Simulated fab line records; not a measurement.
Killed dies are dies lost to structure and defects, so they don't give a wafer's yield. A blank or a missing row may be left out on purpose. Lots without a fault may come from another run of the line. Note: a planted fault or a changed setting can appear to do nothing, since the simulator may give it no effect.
Which tool did it? | flow gf180mcu | 30 wafers from 10 lots sampled at 6 of the route's 602 steps

== WHAT THE GAUGES SHOWED, per wafer ==
GF_M4_RS_MEAS_05: uses a four-point probe to measure. Usual: for M4_ALCU_RS the level is 0.0694 ohm/sq and the standard deviation is 0.00094.
lot  | measured     | on            | M4_ALCU_RS (ohm/sq)  | flag
L477 | day 22 02:22 | film-metro-01 | 0.0691 0.0688 0.0703 |
L480 | day 23 09:14 | film-metro-04 | 0.0685 0.0696 0.0682 |
L482 | day 24 07:30 | film-metro-03 | 0.0706 0.0683 0.0697 |
L484 | day 25 00:17 | film-metro-03 | 0.0701 0.0686 0.0683 |
L487 | day 26 00:50 | film-metro-01 | 0.0697 0.0701 0.0699 |
L488 | day 26 07:49 | film-metro-03 | 0.0695 0.0704 0.0687 |
L490 | day 26 22:51 | film-metro-04 | 0.0688 0.0682 0.0679 |
L491 | day 27 05:26 | film-metro-04 | 0.0696 0.0692 0.0706 |
L494 | day 28 18:37 | film-metro-01 | 0.0687 0.0681 0.0679 |
L500 | day 30 01:23 | film-metro-04 | 0.1264 0.0699 0.0693 | OFF

GF_M4_THK_MEAS_06: measures by xrf. Usual: for M4_ALCU_THK the level is 450 nm and the standard deviation is 6.6.
lot  | measured     | on            | M4_ALCU_THK (nm) | flag
L477 | day 22 02:28 | film-metro-01 | 448 451 440      |
L480 | day 23 09:21 | film-metro-04 | 454 447 456      |
L482 | day 24 07:37 | film-metro-03 | 443 456 447      |
L484 | day 25 00:25 | film-metro-03 | 445 455 459      |
L487 | day 26 00:57 | film-metro-01 | 445 442 443      |
L488 | day 26 07:56 | film-metro-03 | 449 445 455      |
L490 | day 26 22:58 | film-metro-04 | 456 458 463      |
L491 | day 27 05:32 | film-metro-04 | 448 452 443      |
L494 | day 28 18:44 | film-metro-01 | 452 455 457      |
L500 | day 30 01:30 | film-metro-04 | 251 447 454      | OFF

== EACH LOT AND THE TOOL THAT RAN IT (in order: tool; ch and the chambers of the sampled wafers; start) ==
lot  | GF_V3_ETCH_16                      | GF_M4_SPUTTER_00             | GF_M4_SPUTTER_01             | GF_M4_SPUTTER_02
L477 | rie-diel-03 ch 0,1,3, day 22 00:43 | pvd-sputter-04, day 22 02:07 | pvd-sputter-04, day 22 02:13 | pvd-sputter-04, day 22 02:14
L480 | rie-diel-03 ch 2,3, day 23 07:39   | pvd-sputter-04, day 23 09:01 | pvd-sputter-04, day 23 09:07 | pvd-sputter-04, day 23 09:08
L482 | rie-diel-03 ch 1,2,3, day 24 05:55 | pvd-sputter-04, day 24 07:17 | pvd-sputter-04, day 24 07:23 | pvd-sputter-04, day 24 07:25
L484 | rie-diel-03 ch 1,3, day 24 20:04   | pvd-sputter-04, day 25 00:04 | pvd-sputter-04, day 25 00:10 | pvd-sputter-04, day 25 00:12
L487 | rie-diel-01 ch 0,2,3, day 25 23:15 | pvd-sputter-03, day 26 00:37 | pvd-sputter-03, day 26 00:43 | pvd-sputter-03, day 26 00:44
L488 | rie-diel-03 ch 2,3, day 26 06:14   | pvd-sputter-03, day 26 07:35 | pvd-sputter-03, day 26 07:41 | pvd-sputter-03, day 26 07:43
L490 | rie-diel-03 ch 2,3, day 26 21:13   | pvd-sputter-01, day 26 22:37 | pvd-sputter-01, day 26 22:43 | pvd-sputter-01, day 26 22:44
L491 | rie-diel-02 ch 1,2, day 27 03:40   | pvd-sputter-01, day 27 05:10 | pvd-sputter-01, day 27 05:16 | pvd-sputter-01, day 27 05:18
L494 | rie-diel-01 ch 1,2,3, day 28 16:11 | pvd-sputter-03, day 28 18:24 | pvd-sputter-03, day 28 18:30 | pvd-sputter-03, day 28 18:32
L500 | rie-diel-03 ch 0,1,3, day 29 23:47 | pvd-sputter-04, day 30 01:10 | pvd-sputter-04, day 30 01:16 | pvd-sputter-04, day 30 01:17
- GF_V3_ETCH_16: etches BARC in N2/H2.
- GF_M4_SPUTTER_00: material Ti, target thk 37.5 nm, time 150 s.
- GF_M4_SPUTTER_01: material TiN, target thk 30 nm, time 25 s.
- GF_M4_SPUTTER_02: material AlCu, target thk 450 nm, time 23.9 s.

== AS READ BY THE TOOLS THEMSELVES (means over the sampled wafers that have a number; for cases with no such wafer, the mark the record gives instead) ==
GF_V3_ETCH_16. Usual: drypump-motor-current-A 5.6 A, standard deviation 0.55; oes-product-au 0.855 a.u., standard deviation 0.0049; throttle-valve-pct 13.225 %, standard deviation 0.0096.
lot  | tool        | drypump-motor-current-A (A) | oes-product-au (a.u.) | throttle-valve-pct (%) | flag
L477 | rie-diel-03 | 5.2                         | 0.853                 | 13.223                 |
L480 | rie-diel-03 | 5.0                         | 0.851                 | 13.222                 |
L482 | rie-diel-03 | 5.0                         | 0.854                 | 13.232                 |
L484 | rie-diel-03 | 5.0                         | 0.852                 | 13.229                 |
L487 | rie-diel-01 | 6.0                         | 0.850                 | 13.237                 |
L488 | rie-diel-03 | 5.0                         | 0.858                 | 13.219                 |
L490 | rie-diel-03 | 5.0                         | 0.854                 | 13.221                 |
L491 | rie-diel-02 | 5.4                         | 0.859                 | 13.232                 |
L494 | rie-diel-01 | 5.9                         | 0.858                 | 13.232                 |
L500 | rie-diel-03 | 5.2                         | 0.861                 | 13.225                 |

GF_M4_SPUTTER_00. Usual: chamber-pressure-pa 2.000 Pa, standard deviation 0.0039; throttle-valve-pct 30.4 %, standard deviation 0.63.
lot  | tool           | chamber-pressure-pa (Pa) | throttle-valve-pct (%) | flag
L477 | pvd-sputter-04 | 1.999                    | 29.5                   |
L480 | pvd-sputter-04 | 2.001                    | 29.5                   |
L482 | pvd-sputter-04 | 1.997                    | 30.1                   |
L484 | pvd-sputter-04 | 2.001                    | 29.9                   |
L487 | pvd-sputter-03 | 1.995                    | 30.7                   |
L488 | pvd-sputter-03 | 2.001                    | 30.6                   |
L490 | pvd-sputter-01 | 1.999                    | 30.5                   |
L491 | pvd-sputter-01 | 1.998                    | 30.5                   |
L494 | pvd-sputter-03 | 2.004                    | 31.1                   |
L500 | pvd-sputter-04 | 2.002                    | 29.6                   |

GF_M4_SPUTTER_01. Usual: chamber-pressure-pa 0.4000 Pa, standard deviation 0.00089; throttle-valve-pct 30.4 %, standard deviation 0.63.
lot  | tool           | chamber-pressure-pa (Pa) | throttle-valve-pct (%) | flag
L477 | pvd-sputter-04 | 0.3986                   | 29.4                   |
L480 | pvd-sputter-04 | 0.4005                   | 29.5                   |
L482 | pvd-sputter-04 | 0.3994                   | 30.2                   |
L484 | pvd-sputter-04 | 0.3995                   | 29.9                   |
L487 | pvd-sputter-03 | 0.4004                   | 30.6                   |
L488 | pvd-sputter-03 | 0.3996                   | 30.5                   |
L490 | pvd-sputter-01 | 0.4002                   | 30.5                   |
L491 | pvd-sputter-01 | 0.4002                   | 30.4                   |
L494 | pvd-sputter-03 | 0.3992                   | 30.9                   |
L500 | pvd-sputter-04 | 0.4004                   | 29.7                   |

GF_M4_SPUTTER_02. Usual: chamber-pressure-pa 0.3999 Pa, standard deviation 0.00084; throttle-valve-pct 30.4 %, standard deviation 0.64.
lot  | tool           | chamber-pressure-pa (Pa) | throttle-valve-pct (%) | flag
L477 | pvd-sputter-04 | 0.3994                   | 29.6                   |
L480 | pvd-sputter-04 | 0.3997                   | 29.6                   |
L482 | pvd-sputter-04 | 0.3996                   | 30.1                   |
L484 | pvd-sputter-04 | 0.3992                   | 30.0                   |
L487 | pvd-sputter-03 | 0.4000                   | 30.9                   |
L488 | pvd-sputter-03 | 0.4001                   | 30.4                   |
L490 | pvd-sputter-01 | 0.4003                   | 30.5                   |
L491 | pvd-sputter-01 | 0.4003                   | 30.3                   |
L494 | pvd-sputter-03 | 0.4004                   | 30.9                   |
L500 | pvd-sputter-04 | 0.3996                   | 29.6                   |

== THE ANSWER, worked out from the rows above alone ==
Rule: a lot is off if the mean of its wafers that have a number lies more than 3 standard deviations from the usual mean. Also off: a lot with no number at a reading for which 4 or more lots have one. Where the step has rows for the other lots, those lots are counted as sound. After the gauges, taken in route order, come the tools' own readings; for these a lot's mean is taken, as printed above. At the first step where some lot is off, the reading lying furthest off is the one used; lots without a number count as furthest.
Off: L500, at GF_M4_RS_MEAS_05 (M4_ALCU_RS).
If a tool, at a process step before that reading, ran all the lots that are off and no sound lot after the first of them, it fits. Gauges at GF_M4_RS_MEAS_05: tried the same way as those tools. Can't be told from this: 3 tools fit, rie-diel-03 at GF_V3_ETCH_16, pvd-sputter-04 at GF_M4_SPUTTER_00 and GF_M4_SPUTTER_01 and GF_M4_SPUTTER_02, film-metro-04 at GF_M4_RS_MEAS_05.

== WHAT WAS PUT IN BY THE SIMULATOR ==
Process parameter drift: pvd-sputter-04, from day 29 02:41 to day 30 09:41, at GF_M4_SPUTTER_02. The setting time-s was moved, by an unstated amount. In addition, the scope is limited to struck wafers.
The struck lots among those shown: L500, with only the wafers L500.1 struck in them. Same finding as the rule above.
